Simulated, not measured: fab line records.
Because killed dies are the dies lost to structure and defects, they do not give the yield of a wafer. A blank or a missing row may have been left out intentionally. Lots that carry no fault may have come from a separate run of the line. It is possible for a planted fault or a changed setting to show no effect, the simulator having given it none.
The tool behind it: which one? ; flow gf180mcu ; 33 wafers from 11 lots sampled at 2 of the route's 602 steps

WHAT THE GAUGES READ, wafer by wafer
GF_V3_THK_MEAS_01.
lot;measured;on;V3_CVD_00_THK (nm)
L221;day 21 08:59;film-metro-01;601 603 600
L222;day 22 07:17;film-metro-01;594 597 608
L223;day 22 14:31;film-metro-04;604 610 607
L224;day 22 22:42;film-metro-02;605 606 604
L232;day 25 14:52;film-metro-02;613 595 612
L233;day 25 19:58;film-metro-02;600 596 613
L235;day 26 14:49;film-metro-04;596 594 600
L239;day 27 15:56;film-metro-01;610 605 613
L240;day 28 00:21;film-metro-02;596 604 592
L242;day 28 16:58;film-metro-02;611 591 605
L244;day 29 03:00;film-metro-02;592 593 604

TOOL THAT RAN EACH LOT (tool first, then ch and the chambers of the sampled wafers, then the start)
lot;GF_V2_SOFTBAKE_10
L221;litho-track-01 ch 0, day 21 08:59 or earlier
L222;litho-track-01 ch 0, day 22 07:17 or earlier
L223;litho-track-04 ch 0, day 22 14:31 or earlier
L224;litho-track-03 ch 0, day 22 22:42 or earlier
L232;litho-track-04 ch 0, day 25 14:52 or earlier
L233;litho-track-01 ch 0, day 25 19:58 or earlier
L235;litho-track-03 ch 0, day 26 14:49 or earlier
L239;litho-track-04 ch 0, day 27 15:56 or earlier
L240;litho-track-01 ch 0, day 28 00:21 or earlier
L242;litho-track-03 ch 0, day 28 16:58 or earlier
L244;litho-track-04 ch 0, day 29 03:00 or earlier
- GF_V2_SOFTBAKE_10: time 62.81 s.

THE ANSWER, worked out from the rows above alone
Rule: the lots themselves supply what counts as usual. The widest of any qualifying gaps counts: lots, ordered by their means at a reading, are off when they make up no more than a third of the lots, leave a main group of 4 or more, and stand apart from it by 3 or more times the standard deviation of that group's means. The tables above print the reading to a certain number of digits; a main group whose means all agree to those digits is not used. A lot without any number at a reading at which 4 lots or more have one is off too. The other lots that the step has rows for count as sound.
None of the lots is off at any reading shown; this tells nothing.

WHAT WAS PUT IN BY THE SIMULATOR
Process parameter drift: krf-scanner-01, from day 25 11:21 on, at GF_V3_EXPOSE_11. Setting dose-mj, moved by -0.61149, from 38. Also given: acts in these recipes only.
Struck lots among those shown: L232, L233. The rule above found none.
